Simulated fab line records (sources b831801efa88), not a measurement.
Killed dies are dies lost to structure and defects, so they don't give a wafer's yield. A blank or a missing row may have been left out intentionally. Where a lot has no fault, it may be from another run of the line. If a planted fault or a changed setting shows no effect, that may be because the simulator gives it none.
The tool behind it: which one? / flow sky130 / 14 lots with 42 wafers sampled at 3 steps, on a route of 708 steps

## WHAT EACH GAUGE READ, for each wafer
SKY_METAL2_THK_MEAS_06: measures by xrf. Usual: METAL2_ALCU_THK 244.0 nm, standard deviation 2.8.
lot=L944; measured=day 33 16:53; on=film-metro-03; METAL2_ALCU_THK (nm)=242.3 241.2 242.3; flag=
lot=L945; measured=day 34 12:19; on=film-metro-03; METAL2_ALCU_THK (nm)=238.5 242.2 242.5; flag=
lot=L946; measured=day 34 16:42; on=film-metro-01; METAL2_ALCU_THK (nm)=245.3 245.5 246.6; flag=
lot=L947; measured=day 35 10:32; on=film-metro-03; METAL2_ALCU_THK (nm)=242.9 242.6 239.0; flag=
lot=L949; measured=day 36 05:58; on=film-metro-03; METAL2_ALCU_THK (nm)=244.0 240.6 239.7; flag=
lot=L953; measured=day 37 01:53; on=film-metro-01; METAL2_ALCU_THK (nm)=246.7 247.1 247.6; flag=
lot=L954; measured=day 37 18:07; on=film-metro-01; METAL2_ALCU_THK (nm)=243.5 244.2 246.0; flag=
lot=L959; measured=day 39 05:19; on=film-metro-01; METAL2_ALCU_THK (nm)=245.9 243.3 245.4; flag=
lot=L960; measured=day 39 07:22; on=film-metro-04; METAL2_ALCU_THK (nm)=241.5 240.6 242.2; flag=
lot=L961; measured=day 39 10:44; on=film-metro-04; METAL2_ALCU_THK (nm)=248.0 242.4 243.4; flag=
lot=L962; measured=day 39 21:02; on=film-metro-01; METAL2_ALCU_THK (nm)=241.3 245.2 243.3; flag=
lot=L964; measured=day 40 06:15; on=film-metro-01; METAL2_ALCU_THK (nm)=249.6 249.4 248.3; flag=
lot=L965; measured=day 40 10:46; on=film-metro-03; METAL2_ALCU_THK (nm)=244.8 244.4 245.9; flag=
lot=L966; measured=day 40 19:42; on=film-metro-01; METAL2_ALCU_THK (nm)=246.9 248.3 245.0; flag=

## TOOL THAT RAN EACH LOT (tool first, then ch and the chambers of the sampled wafers, then the start)
lot=L944; SKY_LOCAL_INTERCONNECT_METAL_ETCH_14=rie-metal-01 ch 0,1, day 30 04:19; SKY_CONTACT_ETCH_18=rie-diel-04 ch 1,2, day 33 16:53 or earlier
lot=L945; SKY_LOCAL_INTERCONNECT_METAL_ETCH_14=rie-metal-02 ch 0,1, day 30 22:20; SKY_CONTACT_ETCH_18=rie-diel-03 ch 0,1, day 34 12:19 or earlier
lot=L946; SKY_LOCAL_INTERCONNECT_METAL_ETCH_14=rie-metal-01 ch 0,1, day 31 01:40; SKY_CONTACT_ETCH_18=rie-diel-04 ch 1,2,3, day 34 16:42 or earlier
lot=L947; SKY_LOCAL_INTERCONNECT_METAL_ETCH_14=rie-metal-01 ch 0, day 31 18:38; SKY_CONTACT_ETCH_18=rie-diel-02 ch 0,1,2, day 35 10:32 or earlier
lot=L949; SKY_LOCAL_INTERCONNECT_METAL_ETCH_14=rie-metal-02 ch 0,1, day 32 18:02; SKY_CONTACT_ETCH_18=rie-diel-04 ch 0,2,3, day 36 05:58 or earlier
lot=L953; SKY_LOCAL_INTERCONNECT_METAL_ETCH_14=rie-metal-03 ch 0,1, day 33 12:19; SKY_CONTACT_ETCH_18=rie-diel-02 ch 0,3, day 37 01:53 or earlier
lot=L954; SKY_LOCAL_INTERCONNECT_METAL_ETCH_14=rie-metal-02 ch 0,1, day 34 05:58; SKY_CONTACT_ETCH_18=rie-diel-03 ch 2,3, day 37 18:07 or earlier
lot=L959; SKY_LOCAL_INTERCONNECT_METAL_ETCH_14=rie-metal-03 ch 0,1, day 35 19:04; SKY_CONTACT_ETCH_18=rie-diel-02 ch 0,1,2, day 39 05:19 or earlier
lot=L960; SKY_LOCAL_INTERCONNECT_METAL_ETCH_14=rie-metal-01 ch 0,1, day 35 20:59; SKY_CONTACT_ETCH_18=rie-diel-04 ch 1,2,3, day 39 07:22 or earlier
lot=L961; SKY_LOCAL_INTERCONNECT_METAL_ETCH_14=rie-metal-02 ch 0,1, day 35 23:45; SKY_CONTACT_ETCH_18=rie-diel-04 ch 1,2,3, day 39 10:44 or earlier
lot=L962; SKY_LOCAL_INTERCONNECT_METAL_ETCH_14=rie-metal-03 ch 0,1, day 36 12:37; SKY_CONTACT_ETCH_18=rie-diel-02 ch 0,2,3, day 39 21:02 or earlier
lot=L964; SKY_LOCAL_INTERCONNECT_METAL_ETCH_14=rie-metal-01 ch 0,1, day 36 21:01; SKY_CONTACT_ETCH_18=rie-diel-02 ch 0,1,3, day 40 06:15 or earlier
lot=L965; SKY_LOCAL_INTERCONNECT_METAL_ETCH_14=rie-metal-01 ch 0,1, day 37 02:28; SKY_CONTACT_ETCH_18=rie-diel-03 ch 0,2,3, day 40 10:46 or earlier
lot=L966; SKY_LOCAL_INTERCONNECT_METAL_ETCH_14=rie-metal-01 ch 0,1, day 37 12:36; SKY_CONTACT_ETCH_18=rie-diel-04 ch 0,2, day 40 19:42 or earlier
- SKY_LOCAL_INTERCONNECT_METAL_ETCH_14: etches TiN in Cl2/BCl3, stops on PSG, target depth 110 nm, time 31.4 s.
- SKY_CONTACT_ETCH_18: etches Si3N4 in CHF3/O2, stops on TiN, time 39 s, target depth 75 nm.

## AS READ BY THE TOOLS THEMSELVES (means over the sampled wafers that have a number; for cases with no such wafer, the mark the record gives instead)
SKY_LOCAL_INTERCONNECT_METAL_ETCH_14. Usual: drypump-motor-current-A 5.8 A, standard deviation 0.54; he-backside-leak-sccm 3.40 sccm, standard deviation 0.19; oes-product-au 0.946 a.u., standard deviation 0.0076; throttle-valve-pct 21.898 %, standard deviation 0.0096.
lot=L944; tool=rie-metal-01; drypump-motor-current-A (A)=5.7; he-backside-leak-sccm (sccm)=3.39; oes-product-au (a.u.)=0.947; throttle-valve-pct (%)=21.904; flag=
lot=L945; tool=rie-metal-02; drypump-motor-current-A (A)=5.9; he-backside-leak-sccm (sccm)=3.43; oes-product-au (a.u.)=0.955; throttle-valve-pct (%)=21.901; flag=
lot=L946; tool=rie-metal-01; drypump-motor-current-A (A)=5.3; he-backside-leak-sccm (sccm)=3.29; oes-product-au (a.u.)=0.947; throttle-valve-pct (%)=21.898; flag=
lot=L947; tool=rie-metal-01; drypump-motor-current-A (A)=4.9; he-backside-leak-sccm (sccm)=3.19; oes-product-au (a.u.)=0.938; throttle-valve-pct (%)=21.904; flag=
lot=L949; tool=rie-metal-02; drypump-motor-current-A (A)=5.9; he-backside-leak-sccm (sccm)=3.31; oes-product-au (a.u.)=0.932; throttle-valve-pct (%)=21.897; flag=
lot=L953; tool=rie-metal-03; drypump-motor-current-A (A)=6.2; he-backside-leak-sccm (sccm)=3.48; oes-product-au (a.u.)=0.943; throttle-valve-pct (%)=21.896; flag=
lot=L954; tool=rie-metal-02; drypump-motor-current-A (A)=5.9; he-backside-leak-sccm (sccm)=3.23; oes-product-au (a.u.)=0.943; throttle-valve-pct (%)=21.904; flag=
lot=L959; tool=rie-metal-03; drypump-motor-current-A (A)=6.1; he-backside-leak-sccm (sccm)=3.42; oes-product-au (a.u.)=0.948; throttle-valve-pct (%)=21.901; flag=
lot=L960; tool=rie-metal-01; drypump-motor-current-A (A)=5.7; he-backside-leak-sccm (sccm)=3.22; oes-product-au (a.u.)=0.940; throttle-valve-pct (%)=21.912; flag=
lot=L961; tool=rie-metal-02; drypump-motor-current-A (A)=5.7; he-backside-leak-sccm (sccm)=3.43; oes-product-au (a.u.)=0.951; throttle-valve-pct (%)=21.888; flag=
lot=L962; tool=rie-metal-03; drypump-motor-current-A (A)=6.3; he-backside-leak-sccm (sccm)=3.54; oes-product-au (a.u.)=0.941; throttle-valve-pct (%)=21.902; flag=
lot=L964; tool=rie-metal-01; drypump-motor-current-A (A)=5.7; he-backside-leak-sccm (sccm)=3.37; oes-product-au (a.u.)=0.939; throttle-valve-pct (%)=21.895; flag=
lot=L965; tool=rie-metal-01; drypump-motor-current-A (A)=5.7; he-backside-leak-sccm (sccm)=3.32; oes-product-au (a.u.)=0.946; throttle-valve-pct (%)=21.892; flag=
lot=L966; tool=rie-metal-01; drypump-motor-current-A (A)=5.3; he-backside-leak-sccm (sccm)=3.45; oes-product-au (a.u.)=0.947; throttle-valve-pct (%)=21.891; flag=

SKY_CONTACT_ETCH_18. Usual: drypump-motor-current-A 5.5 A, standard deviation 0.44; oes-product-au 0.857 a.u., standard deviation 0.0079; throttle-valve-pct 8.792 %, standard deviation 0.0092.
lot=L944; tool=rie-diel-04; drypump-motor-current-A (A)=6.1; oes-product-au (a.u.)=0.862; throttle-valve-pct (%)=8.794; flag=
lot=L945; tool=rie-diel-03; drypump-motor-current-A (A)=5.1; oes-product-au (a.u.)=0.852; throttle-valve-pct (%)=8.797; flag=
lot=L946; tool=rie-diel-04; drypump-motor-current-A (A)=5.9; oes-product-au (a.u.)=0.848; throttle-valve-pct (%)=8.782; flag=
lot=L947; tool=rie-diel-02; drypump-motor-current-A (A)=5.4; oes-product-au (a.u.)=0.849; throttle-valve-pct (%)=8.794; flag=
lot=L949; tool=rie-diel-04; drypump-motor-current-A (A)=6.2; oes-product-au (a.u.)=0.865; throttle-valve-pct (%)=8.786; flag=
lot=L953; tool=rie-diel-02; drypump-motor-current-A (A)=5.1; oes-product-au (a.u.)=0.864; throttle-valve-pct (%)=8.782; flag=
lot=L954; tool=rie-diel-03; drypump-motor-current-A (A)=5.6; oes-product-au (a.u.)=0.857; throttle-valve-pct (%)=8.791; flag=
lot=L959; tool=rie-diel-02; drypump-motor-current-A (A)=5.4; oes-product-au (a.u.)=0.871; throttle-valve-pct (%)=8.802; flag=
lot=L960; tool=rie-diel-04; drypump-motor-current-A (A)=6.0; oes-product-au (a.u.)=0.856; throttle-valve-pct (%)=8.791; flag=
lot=L961; tool=rie-diel-04; drypump-motor-current-A (A)=6.0; oes-product-au (a.u.)=0.864; throttle-valve-pct (%)=8.793; flag=
lot=L962; tool=rie-diel-02; drypump-motor-current-A (A)=5.2; oes-product-au (a.u.)=0.866; throttle-valve-pct (%)=8.795; flag=
lot=L964; tool=rie-diel-02; drypump-motor-current-A (A)=5.3; oes-product-au (a.u.)=0.853; throttle-valve-pct (%)=8.786; flag=
lot=L965; tool=rie-diel-03; drypump-motor-current-A (A)=5.4; oes-product-au (a.u.)=0.859; throttle-valve-pct (%)=8.794; flag=
lot=L966; tool=rie-diel-04; drypump-motor-current-A (A)=6.3; oes-product-au (a.u.)=0.859; throttle-valve-pct (%)=8.796; flag=

## THE ANSWER, worked out from the rows above alone
Rule: take the mean of a lot's wafers that have a number; if it is more than 3 standard deviations from the usual mean, the lot is off. A lot without any number at a reading at which 4 lots or more have one is off too. Any other lot the step has rows for is counted as sound. Order of review: gauges by route order, followed by the tools' own readings, for which a lot's mean as printed above is used. The first step at which some lot is off is used, and at that step the reading that is off furthest; a lot without a number counts as furthest.
None of the lots is off at any reading shown; this tells nothing.

## WHAT HAD BEEN PUT IN BY THE SIMULATOR
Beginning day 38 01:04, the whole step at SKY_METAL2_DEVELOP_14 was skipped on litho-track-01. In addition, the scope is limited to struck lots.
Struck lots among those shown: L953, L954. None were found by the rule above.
